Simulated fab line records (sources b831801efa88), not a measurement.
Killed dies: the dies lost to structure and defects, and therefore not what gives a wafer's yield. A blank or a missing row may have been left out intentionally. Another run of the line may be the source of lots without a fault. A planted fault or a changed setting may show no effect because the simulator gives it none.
Which tool did it?    flow sky130    6 lots with 18 wafers sampled at 2 steps, on a route of 708 steps

== WHAT THE GAUGES READ, wafer by wafer ==
SKY_VT_ADJUST_HVTR_OVL_MEAS_08.
lot   measured      on          VT_ADJUST_HVTR_OVL (nm)
L183  day 10 16:07  overlay-01  -0.5 1.6 0.0
L186  day 11 22:37  overlay-02  0.3 0.0 1.6
L193  day 13 23:36  overlay-01  111.1 110.9 111.4
L195  day 14 11:05  overlay-02  112.1 111.9 112.9
L197  day 14 20:42  overlay-02  112.7 111.9 113.0
L201  day 16 04:57  overlay-02  -1.4 0.8 -1.2

== WHICH TOOL RAN EACH LOT (tool, then ch and the chambers of the sampled wafers, then the start) ==
lot   SKY_VT_ADJUST_HVTR_EXPOSE_04
L183  iline_stepper-02 ch 0, day 10 04:53
L186  iline_stepper-01 ch 0, day 11 10:53
L193  iline_stepper-02 ch 0, day 13 10:35
L195  iline_stepper-02 ch 0, day 13 21:07
L197  iline_stepper-02 ch 0, day 14 08:15
L201  iline_stepper-01 ch 0, day 15 15:13
- SKY_VT_ADJUST_HVTR_EXPOSE_04: exposes mask HVTRM, target cd 380 nm.

== THE ANSWER, worked out from the rows above alone ==
Rule: the usual values come from the lots themselves. Put in order of their means at a reading, lots are off if they are a third of the lots or fewer, leave a main group of 4 or more, and stand apart from it by a gap of 3 or more times the standard deviation of the main group's means; of several such gaps the widest counts. Not used: any main group whose means are identical at the precision the tables above print for the reading. Also off: a lot with no number at a reading for which 4 or more lots have one. Any other lot the step has rows for is counted as sound.
No lot is off on any of the readings shown, so nothing can be concluded from this.

== WHAT THE SIMULATOR HAD INSERTED ==
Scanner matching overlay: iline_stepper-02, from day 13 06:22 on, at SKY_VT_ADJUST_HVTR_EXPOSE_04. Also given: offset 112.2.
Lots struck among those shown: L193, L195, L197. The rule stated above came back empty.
